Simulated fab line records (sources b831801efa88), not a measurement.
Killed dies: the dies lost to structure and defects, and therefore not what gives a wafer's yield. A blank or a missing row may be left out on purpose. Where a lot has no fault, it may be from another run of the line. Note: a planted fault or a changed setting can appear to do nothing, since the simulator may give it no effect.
Struck lot and sound lot, side by side	flow sky130	24 steps out of a route of 708
Sound: wafers L986.3, L986.5, L986.6. Wafers struck: L995.1, L995.3, L995.5. Last of all comes the cause.
Each step with rows lists, per side, the tool, then ch with its chambers, then its first start. Under that, the readings that differ: sound wafers	struck wafers	difference of the means	sigmas: that difference in standard deviations of wafers without a fault.
alike: readings whose means differ by less than 2 such deviations, and words and numbers that are the same on both sides. not compared: withheld readings, readings that some wafer has no value for, bounds like >300 that may hide the same value, and numbers for which the record gives no deviation and whose values overlap.
Wherever a step has rows on one side only, a row that says differs or no value, or a row with sigmas, the two part there. Numbers that don't overlap but have no deviation are shown without sigmas and don't part them. A reading that every wafer of one side lacks parts them only if that side has two wafers or more.

SKY_METAL1_METAL_ETCH_19: etches the open film in Cl2/BCl3, stops on SiO2, target depth 360 nm, time 78 s.
  sound on rieMetal-01 ch 0,1, day 37 04:28; struck on rieMetal-03 ch 0,1, day 37 20:56
  alike: drypumpMotorCurrentA, oesProductAu, throttleValvePct
  not compared: rfHoursCounterH
SKY_METAL1_STRIP_20: strips in O2/N2.
  sound on plasmaAsher-02 ch 0,1, day 37 04:34; struck on plasmaAsher-02 ch 0,1, day 37 21:02
  alike: drypumpMotorCurrentA, oesProductAu, stripTimeToEndpointS
  not compared: rfHoursCounterH
then, 4 steps without rows for these wafers: SKY_METAL1_STRIP_21 (strips in post etch residue remover, time 1200 s); SKY_METAL1_CLEAN_22 (cleans in IPA, time 180 s); SKY_METAL1_CLEAN_23 (cleans in O3/DIW); SKY_VIA1_HDPCVD_00 (deposits SiO2, target thk 1030 nm, time 171.7 s).
SKY_VIA1_THK_MEAS_01:
  struck on filmMetro-04, day 37 21:47; sound on filmMetro-01, day 37 05:19
  alike: VIA1_HDPCVD_THK
SKY_VIA1_CMP_02: polishes SiO2.
  sound on cmp-02 ch 0,1,2, day 37 05:30; struck on cmp-02 ch 0,1, day 37 21:51
  alike: motorCurrentA, retainingRingPressureFrac
SKY_VIA1_BOW_MEAS_03:
  struck on filmMetro-03, day 37 22:09; sound on filmMetro-01, day 37 05:41
  alike: VIA1_BOW
then, 3 steps without rows for these wafers: SKY_VIA1_DEHYDRATE_04 (time 60 s); SKY_VIA1_HMDS_05 (prime time 60 s); SKY_VIA1_COAT_06 (resist thk 60 nm).
SKY_VIA1_COAT_07: resist thk 450 nm.
  sound on lithoTrack-01 ch 0, day 37 17:00; struck on lithoTrack-03 ch 0, day 38 10:00
reading	sound	struck	difference	sigmas
model.KrF-thick_of_VIA1_COAT_07.thkNm (nm)	448.8 449.5 450.5	422.3 423 421.9	-27.2	
then, 4 steps without rows for these wafers: SKY_VIA1_SOFTBAKE_08 (time 90 s); SKY_VIA1_EXPOSE_09 (exposes mask VIM, target cd 150 nm); SKY_VIA1_PEB_10; SKY_VIA1_DEVELOP_11 (develop time 60 s).
SKY_VIA1_CD_MEAS_12: the cd target is 150 nm.
  struck on cdSem-02, day 39 00:19; sound on cdSem-01, day 38 07:49
  alike: cdNm
SKY_VIA1_OVL_MEAS_13:
  struck on overlay-01, day 39 00:26; sound on overlay-02, day 38 07:54
  alike: VIA1_OVL
SKY_VIA1_ETCH_14: etches BARC in N2/H2, stops on SiO2, time 45.9 s, target depth 60 nm.
  sound on rieDiel-01 ch 1,2, day 38 07:55; struck on rieDiel-04 ch 0,2, day 39 00:28
  alike: drypumpMotorCurrentA, oesProductAu, throttleValvePct
  not compared: rfHoursCounterH
SKY_VIA1_ETCH_15: etches SiO2 in C4F8/O2/Ar, stops on TiN, target depth 351 nm, time 54 s.
  sound on rieDiel-01 ch 1,2, day 38 07:58; struck on rieDiel-04 ch 0,2, day 39 00:31
reading	sound	struck	difference	sigmas
model.KrF-thick_of_VIA1_COAT_07.thkNm (nm)	323.1 323.8 319.8	298.9 297.1 298.4	-24.1	
  alike: oesProductAu
SKY_VIA1_STRIP_16: strips in O2/N2.
  sound on plasmaAsher-04 ch 0,1, day 38 08:02; struck on plasmaAsher-01 ch 0,1, day 39 00:34
reading	sound	struck	difference	sigmas
oesProductAu (a.u.)	0.422 0.420 0.421	0.406 0.397 0.405	-0.018	-4
stripTimeToEndpointS (s)	4.47 4.46 4.45	4.20 4.17 4.22	-0.26	-8
  alike: drypumpMotorCurrentA
  not compared: rfHoursCounterH
then, 1 step without rows for these wafers: SKY_VIA1_STRIP_17 (strips in post etch residue remover, time 1200 s).
-- the record jumps here: 11 days lie between the struck wafers' starts before and after (it left off in module VIA1 and takes up again in module PAD_OPEN, whose first step shown is number 708 of the route) --
SKY_PAD_OPEN_PROBE_99:
  struck on prober-01, day 49 16:24; sound on prober-01, day 49 03:43
  alike: defectLimitedYield, killed_at_M0_to_M3, killed_at_M4_up, killedAtContacts, killedAtFrontEnd, killedAtOther, killedDies, killedOpen, killedShort, sort_bin_3_pad_short, sort_bin_5_function, sort_bin_6_memory, sortNPass, sortYieldPct

== WHERE THEY PART ==
Within this record, at SKY_VIA1_STRIP_16 only. Later steps at which nothing parts them and some readings are alike: SKY_PAD_OPEN_PROBE_99.

WHY: what the simulator had put in
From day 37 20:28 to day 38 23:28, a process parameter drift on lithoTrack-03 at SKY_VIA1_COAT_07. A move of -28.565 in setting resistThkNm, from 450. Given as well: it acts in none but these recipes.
